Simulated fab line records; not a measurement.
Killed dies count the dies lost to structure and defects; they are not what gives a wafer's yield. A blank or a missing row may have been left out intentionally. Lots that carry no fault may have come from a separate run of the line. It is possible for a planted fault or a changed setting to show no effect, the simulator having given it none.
What tool caused it? ; flow sky130 ; 11 lots, 33 wafers sampled, at 6 steps of a route of 708

## WHAT THE GAUGES SHOWED, per wafer
SKY_SD_N_RS_MEAS_17: a four-point-probe measurement.
lot;measured;on;SD_P_RS (ohm/sq)
L729;day 28 04:40;film-metro-01;146.6 146.6 146.6
L731;day 29 00:54;film-metro-02;146.5 147.3 146.6
L733;day 29 13:02;film-metro-03;146.6 147.2 147.0
L734;day 31 02:10;film-metro-02;146.7 147.1 147.0
L736;day 31 03:10;film-metro-03;146.9 146.8 146.7
L740;day 32 00:22;film-metro-03;146.8 146.8 146.9
L742;day 32 11:22;film-metro-01;146.9 146.8 146.7
L741;day 32 18:57;film-metro-02;148.0 147.5 147.4
L743;day 33 03:40;film-metro-02;146.1 146.5 146.7
L744;day 33 03:58;film-metro-01;147.6 147.4 147.6
L745;day 33 08:13;film-metro-03;147.3 147.2 147.2

SKY_LI_CONTACT_RS_MEAS_22: a four-point-probe measurement.
lot;measured;on;LI_CONTACT_W_RS (ohm/sq)
L729;day 29 10:06;film-metro-02;0.2972 0.2966 0.2912
L731;day 30 06:25;film-metro-01;0.2928 0.2959 0.2940
L733;day 30 18:30;film-metro-01;0.3004 0.3000 0.2953
L734;day 32 06:20;film-metro-02;0.2945 0.2941 0.2962
L736;day 32 07:42;film-metro-03;0.2940 0.2960 0.2918
L740;day 33 05:07;film-metro-03;0.2923 0.2896 0.2931
L742;day 33 16:46;film-metro-01;0.2913 0.2929 0.2928
L741;day 33 23:22;film-metro-02;0.2579 0.2574 0.2593
L743;day 34 07:46;film-metro-02;0.2590 0.2531 0.2578
L744;day 34 08:01;film-metro-03;0.2962 0.2975 0.2984
L745;day 34 12:56;film-metro-02;0.2560 0.2559 0.2582

SKY_LI_CONTACT_THK_MEAS_23: measures by xrf.
lot;measured;on;LI_CONTACT_W_THK (nm)
L729;day 29 10:13;film-metro-02;384 381 388
L731;day 30 06:32;film-metro-01;386 385 388
L733;day 30 18:36;film-metro-01;381 382 386
L734;day 32 06:27;film-metro-02;384 383 382
L736;day 32 07:49;film-metro-03;396 396 399
L740;day 33 05:14;film-metro-03;404 403 400
L742;day 33 16:52;film-metro-01;390 386 387
L741;day 33 23:29;film-metro-02;440 438 433
L743;day 34 07:52;film-metro-02;430 442 439
L744;day 34 08:08;film-metro-03;394 394 394
L745;day 34 13:01;film-metro-02;438 438 435

## TOOL THAT RAN EACH LOT (tool first, then ch and the chambers of the sampled wafers, then the start)
lot;SKY_SD_N_RTA_14;SKY_LI_CONTACT_SPUTTER_20;SKY_LI_CONTACT_CVD_21
L729;rtp-anneal-02 ch 0, day 28 04:22;pvd-sputter-01, day 29 09:54;cvd-w-01 ch 0, day 29 09:58
L731;rtp-anneal-01 ch 0, day 29 00:37;pvd-sputter-01, day 30 06:14;cvd-w-01 ch 0,1, day 30 06:18
L733;rtp-anneal-01 ch 0, day 29 12:44;pvd-sputter-02, day 30 18:16;cvd-w-02 ch 0,1, day 30 18:22
L734;rtp-anneal-02 ch 0, day 31 01:52;pvd-sputter-01, day 32 06:09;cvd-w-02 ch 0,1, day 32 06:13
L736;rtp-anneal-02 ch 0, day 31 02:52;pvd-sputter-02, day 32 07:30;cvd-w-02 ch 0,1, day 32 07:34
L740;rtp-anneal-02 ch 0, day 32 00:04;pvd-sputter-03, day 33 04:55;cvd-w-01 ch 1, day 33 04:59
L742;rtp-anneal-01 ch 0, day 32 11:02;pvd-sputter-01, day 33 16:31;cvd-w-02 ch 0,1, day 33 16:37
L741;rtp-anneal-02 ch 0, day 32 18:40;pvd-sputter-03, day 33 23:10;cvd-w-01 ch 0,1, day 33 23:14
L743;rtp-anneal-01 ch 0, day 33 03:22;pvd-sputter-02, day 34 07:34;cvd-w-01 ch 0,1, day 34 07:37
L744;rtp-anneal-02 ch 0, day 33 03:40;pvd-sputter-01, day 34 07:50;cvd-w-02 ch 0,1, day 34 07:53
L745;rtp-anneal-01 ch 0, day 33 07:53;pvd-sputter-02, day 34 12:41;cvd-w-01 ch 0,1, day 34 12:47
- SKY_SD_N_RTA_14: time 2 s.
- SKY_LI_CONTACT_SPUTTER_20: material TiN, target thk 20 nm, time 80 s.
- SKY_LI_CONTACT_CVD_21: deposits W, target thk 400 nm, time 120.56 s.

## AS READ BY THE TOOLS THEMSELVES (means over the sampled wafers that have a number; for cases with no such wafer, the mark the record gives instead)
SKY_SD_N_RTA_14.
lot;tool;lamp-power-pct (%);ramp-up-c-per-s;wafer_temp_C_max
L729;rtp-anneal-02;15.69;149.97;1078.9
L731;rtp-anneal-01;15.70;149.99;1077.4
L733;rtp-anneal-01;15.69;150.01;1076.9
L734;rtp-anneal-02;15.69;150.00;1076.6
L736;rtp-anneal-02;15.76;150.02;1077.2
L740;rtp-anneal-02;15.74;150.02;1077.5
L742;rtp-anneal-01;15.75;149.99;1079.0
L741;rtp-anneal-02;15.74;150.03;1079.3
L743;rtp-anneal-01;15.70;150.00;1077.0
L744;rtp-anneal-02;15.74;150.01;1078.7
L745;rtp-anneal-01;15.76;149.99;1079.2

SKY_LI_CONTACT_SPUTTER_20.
lot;tool;cathode-dc-power-W (W);throttle-valve-pct (%)
L729;pvd-sputter-01;3999.6;30.1
L731;pvd-sputter-01;4000.5;30.0
L733;pvd-sputter-02;4000.1;29.8
L734;pvd-sputter-01;3999.3;30.4
L736;pvd-sputter-02;3999.6;29.6
L740;pvd-sputter-03;3999.5;30.1
L742;pvd-sputter-01;4000.0;29.4
L741;pvd-sputter-03;4000.3;30.3
L743;pvd-sputter-02;4000.5;29.7
L744;pvd-sputter-01;3999.9;30.5
L745;pvd-sputter-02;4000.1;29.4

SKY_LI_CONTACT_CVD_21.
lot;tool;chamber-pressure-Torr (Torr);heater-power-w (W)
L729;cvd-w-01;39.87;847
L731;cvd-w-01;40.03;810
L733;cvd-w-02;40.00;887
L734;cvd-w-02;40.06;898
L736;cvd-w-02;40.01;880
L740;cvd-w-01;39.90;756
L742;cvd-w-02;39.96;877
L741;cvd-w-01;40.10;828
L743;cvd-w-01;39.94;800
L744;cvd-w-02;40.07;878
L745;cvd-w-01;39.94;831

## THE ANSWER, worked out from the rows above alone
Rule: the lots themselves supply what counts as usual. The widest of any qualifying gaps counts: lots, ordered by their means at a reading, are off when they make up no more than a third of the lots, leave a main group of 4 or more, and stand apart from it by 3 or more times the standard deviation of that group's means. The tables above print the reading to a certain number of digits; a main group whose means all agree to those digits is not used. A lot without any number at a reading at which 4 lots or more have one is off too. Where the step has rows for the other lots, those lots are counted as sound. After the gauges, taken in route order, come the tools' own readings; for these a lot's mean is taken, as printed above. At the first step where some lot is off, the reading lying furthest off is the one used; lots without a number count as furthest.
Off: L741, L743, L745, seen at SKY_LI_CONTACT_RS_MEAS_22 (LI_CONTACT_W_RS). The main group has a mean of 0.2948 ohm/sq with a standard deviation of 0.0022.
A tool fits if, at a process step before that reading, it ran every lot that is off, and no sound lot after the first of them. The gauges at SKY_LI_CONTACT_RS_MEAS_22 are tried like those tools. Undecided on this evidence; 2 tools fit (cvd-w-01 at SKY_LI_CONTACT_CVD_21, film-metro-02 at SKY_LI_CONTACT_RS_MEAS_22).

## WHAT WAS PUT IN BY THE SIMULATOR
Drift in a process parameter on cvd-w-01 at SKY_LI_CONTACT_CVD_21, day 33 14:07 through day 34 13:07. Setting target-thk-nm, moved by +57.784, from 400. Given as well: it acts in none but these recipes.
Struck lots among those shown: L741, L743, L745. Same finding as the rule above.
